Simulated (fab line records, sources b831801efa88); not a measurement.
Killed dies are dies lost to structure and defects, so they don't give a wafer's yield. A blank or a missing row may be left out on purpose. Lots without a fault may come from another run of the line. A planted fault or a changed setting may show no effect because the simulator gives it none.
Tool commonality check | flow gf180mcu | 15 lots, 45 wafers sampled

WHY IT WAS OPENED
At GF_PSD_TW_MEAS_11 the reading PSD_TW is flagged on 3 of 15 lots. Wafers without a fault read 3168, standard deviation 19.
Rule: a lot is flagged when every wafer of it that has a number lies more than 4 standard deviations from that mean, or none has a number. The other lots count as sound.

lot  | measured     | on            | PSD_TW, wafer by wafer | flag
L970 | day 14 07:34 | film_metro-03 | 3174 3166 3166         |
L971 | day 14 18:01 | film_metro-01 | 3200 3181 3193         |
L973 | day 15 13:33 | film_metro-03 | 3139 3136 3147         |
L975 | day 16 10:07 | film_metro-03 | 3143 3139 3148         |
L976 | day 16 15:49 | film_metro-01 | 3192 3189 3195         |
L977 | day 16 19:53 | film_metro-04 | 3186 3180 3172         |
L981 | day 18 06:40 | film_metro-01 | 30 30 30               | FLAGGED
L982 | day 18 11:27 | film_metro-04 | 30 30 30               | FLAGGED
L983 | day 18 20:37 | film_metro-03 | 30 30 30               | FLAGGED
L986 | day 20 00:42 | film_metro-01 | 3184 3201 3199         |
L989 | day 21 03:45 | film_metro-03 | 3183 3172 3169         |
L990 | day 21 10:27 | film_metro-03 | 3166 3156 3179         |
L991 | day 21 17:12 | film_metro-03 | 3155 3177 3162         |
L992 | day 22 02:59 | film_metro-03 | 3148 3151 3143         |
L993 | day 22 11:48 | film_metro-04 | 3169 3160 3176         |
The numbers of the flagged lots are 30 on average: -3138 against the usual, or -99 or more standard deviations.

WHICH TOOL RAN EACH LOT
The record holds 3 process steps before the reading, out of a route of 602 steps. In each cell: the tool, then ch and the chambers that the sampled wafers went through, then the start.
lot  | flag    | GF_POLY_GATE_ETCH_13             | GF_NSD_STRIP_11                      | GF_PSD_STRIP_10
L970 |         | rie_si-01 ch 1,2,3, day 9 04:17  | plasma_asher-04 ch 0,1, day 13 10:53 | plasma_asher-02 ch 0,1, day 14 07:27
L971 |         | rie_si-02 ch 0,1,2, day 9 16:45  | plasma_asher-03 ch 0,1, day 13 20:35 | plasma_asher-02 ch 0,1, day 14 17:55
L973 |         | rie_si-01 ch 0,1, day 10 07:22   | plasma_asher-01 ch 0,1, day 14 16:05 | plasma_asher-03 ch 0,1, day 15 13:27
L975 |         | rie_si-02 ch 0,1, day 11 01:53   | plasma_asher-04 ch 0,1, day 15 11:35 | plasma_asher-03 ch 0,1, day 16 10:01
L976 |         | rie_si-02 ch 0,1, day 11 05:32   | plasma_asher-01 ch 0,1, day 15 17:19 | plasma_asher-01 ch 0,1, day 16 15:43
L977 |         | rie_si-02 ch 0,2,3, day 11 09:08 | plasma_asher-04 ch 0,1, day 15 21:44 | plasma_asher-03 ch 0,1, day 16 19:47
L981 | FLAGGED | rie_si-01 ch 0,1,3, day 12 12:49 | plasma_asher-03 ch 0,1, day 17 07:02 | plasma_asher-03 ch 0,1, day 18 06:34
L982 | FLAGGED | rie_si-01 ch 0,1, day 12 19:16   | plasma_asher-01 ch 0,1, day 17 12:02 | plasma_asher-01 ch 0,1, day 18 11:21
L983 | FLAGGED | rie_si-01 ch 0,3, day 13 00:14   | plasma_asher-01 ch 0,1, day 17 20:31 | plasma_asher-03 ch 0,1, day 18 20:30
L986 |         | rie_si-01 ch 2,3, day 14 00:08   | plasma_asher-01 ch 0,1, day 18 23:40 | plasma_asher-03 ch 0,1, day 20 00:36
L989 |         | rie_si-01 ch 0,2, day 15 01:36   | plasma_asher-03 ch 0,1, day 20 03:45 | plasma_asher-03 ch 0,1, day 21 03:39
L990 |         | rie_si-01 ch 0,1, day 15 06:40   | plasma_asher-04 ch 0,1, day 20 10:40 | plasma_asher-03 ch 0,1, day 21 10:20
L991 |         | rie_si-01 ch 0,1, day 15 12:34   | plasma_asher-03 ch 0,1, day 20 17:03 | plasma_asher-03 ch 0, day 21 17:05
L992 |         | rie_si-01 ch 0,2, day 15 19:21   | plasma_asher-04 ch 0,1, day 21 02:33 | plasma_asher-03 ch 0,1, day 22 02:53
L993 |         | rie_si-01 ch 1,2, day 16 06:20   | plasma_asher-04 ch 0,1, day 21 11:55 | plasma_asher-01 ch 0,1, day 22 11:43
What these steps do:
- GF_POLY_GATE_ETCH_13: etches poly-Si in HBr/Cl2, stops on SiO2, target depth 198.5 nm, time 69.6 s.
- GF_NSD_STRIP_11: strips in O2/N2.
- GF_PSD_STRIP_10: strips in O2/N2.
- GF_PSD_TW_MEAS_11

FLAGGED OVER TOTAL, TOOL BY TOOL (the gauges that took the reading come last)
step                 | tool            | lots run | flagged | share of the flagged lots | sound lots run after its first flagged lot
GF_POLY_GATE_ETCH_13 | rie_si-01       | 11       | 3       | all                       | 6 (L986,L989,L990,L991,L992,L993)
GF_POLY_GATE_ETCH_13 | rie_si-02       | 4        | 0       | none                      | -
GF_NSD_STRIP_11      | plasma_asher-01 | 5        | 2       | some                      | 1 (L986)
GF_NSD_STRIP_11      | plasma_asher-03 | 4        | 1       | some                      | 2 (L989,L991)
GF_NSD_STRIP_11      | plasma_asher-04 | 6        | 0       | none                      | -
GF_PSD_STRIP_10      | plasma_asher-01 | 3        | 1       | some                      | 1 (L993)
GF_PSD_STRIP_10      | plasma_asher-02 | 2        | 0       | none                      | -
GF_PSD_STRIP_10      | plasma_asher-03 | 10       | 2       | some                      | 5 (L986,L989,L990,L991,L992)
GF_PSD_TW_MEAS_11    | film_metro-01   | 4        | 1       | some                      | 1 (L986)
GF_PSD_TW_MEAS_11    | film_metro-03   | 8        | 1       | some                      | 4 (L989,L990,L991,L992)
GF_PSD_TW_MEAS_11    | film_metro-04   | 3        | 1       | some                      | 1 (L993)

WHAT THE TABLE ALLOWS
1 row of the table ran every flagged lot: rie_si-01 at GF_POLY_GATE_ETCH_13.
- rie_si-01 at GF_POLY_GATE_ETCH_13: 3 of its 11 lots flagged. Sound lots ran on it after the first flagged one (L986, L989, L990, L991, L992, L993), which a lasting fault on the whole tool wouldn't allow.
No row of the table ran every flagged lot and no sound lot after the first.

WHAT THE SIMULATOR HAD PUT IN
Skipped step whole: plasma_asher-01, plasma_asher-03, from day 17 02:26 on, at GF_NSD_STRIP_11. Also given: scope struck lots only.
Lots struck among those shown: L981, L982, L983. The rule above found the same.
